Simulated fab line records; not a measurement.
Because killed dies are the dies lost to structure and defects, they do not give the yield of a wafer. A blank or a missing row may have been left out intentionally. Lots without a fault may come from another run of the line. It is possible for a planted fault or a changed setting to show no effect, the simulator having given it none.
The same fault as seen by 2 desks    flow gf180mcu    every desk sees just its own numbers, and what lay behind them comes last

## THE METROLOGY DESK
Means of the sampled wafers that have a number, per lot and without regard to the tool the lot ran on: this is what the gauges read. A lot is out of limits, marked OUT, if its mean lies more than 4 standard deviations from the usual mean; the brackets give that distance.
Columns: A = STI_OXIDATION_02_THK at GF_STI_THK_MEAS_30, usual 10.02 nm
lot   first seen here  A
L222  day 3 07:41      10.08
L225  day 4 00:44      10.00
L226  day 4 03:52      10.03
L228  day 4 17:55      10.01
L230  day 5 02:28      9.87
L232  day 5 12:47      9.85
L234  day 5 21:55      10.08
This desk found nothing out of limits on any of the 7 lots.

## DESK OF THE TOOL OWNER: implanter-02
GF_DNWELL_IMPLANT_07, tool's own readings: per-lot mean of the sampled wafers with a number, covering each lot this tool ran. A lot is out of limits, marked OUT, if its mean lies more than 4 standard deviations from the usual mean; the brackets give that distance.
Columns: A = beamEnergyKeV at GF_DNWELL_IMPLANT_07, usual 1499.9
lot   first seen here  A
L225  day 4 13:59      1500.4
L226  day 4 17:02      1359.0 (-99 or more) OUT
L228  day 5 07:56      1359.0 (-99 or more) OUT
L230  day 5 16:33      1358.5 (-99 or more) OUT
This desk finds L226, L228, L230 out of limits, L226 being first, at day 4 17:02 (beamEnergyKeV at GF_DNWELL_IMPLANT_07). L225: within limits.

## ALL TOGETHER
The tool owner's desk had the chance to raise an alarm at day 4 17:02 on L226, L228, L230.
At the metrology desk, nothing out of limits was observed.
The metrology desk has L226, L228, L230 on record, within its limits.
On implanter-02, each named lot ran GF_DNWELL_IMPLANT_07.

## WHAT WAS PUT IN BY THE SIMULATOR
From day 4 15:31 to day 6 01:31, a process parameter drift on implanter-02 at GF_DNWELL_IMPLANT_07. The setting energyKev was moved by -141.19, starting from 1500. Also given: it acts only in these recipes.
Shown lots that were struck: L226, L228, L230.
Delay in hours, fault start to first out-of-limits reading, by desk: the tool owner's desk at 2.
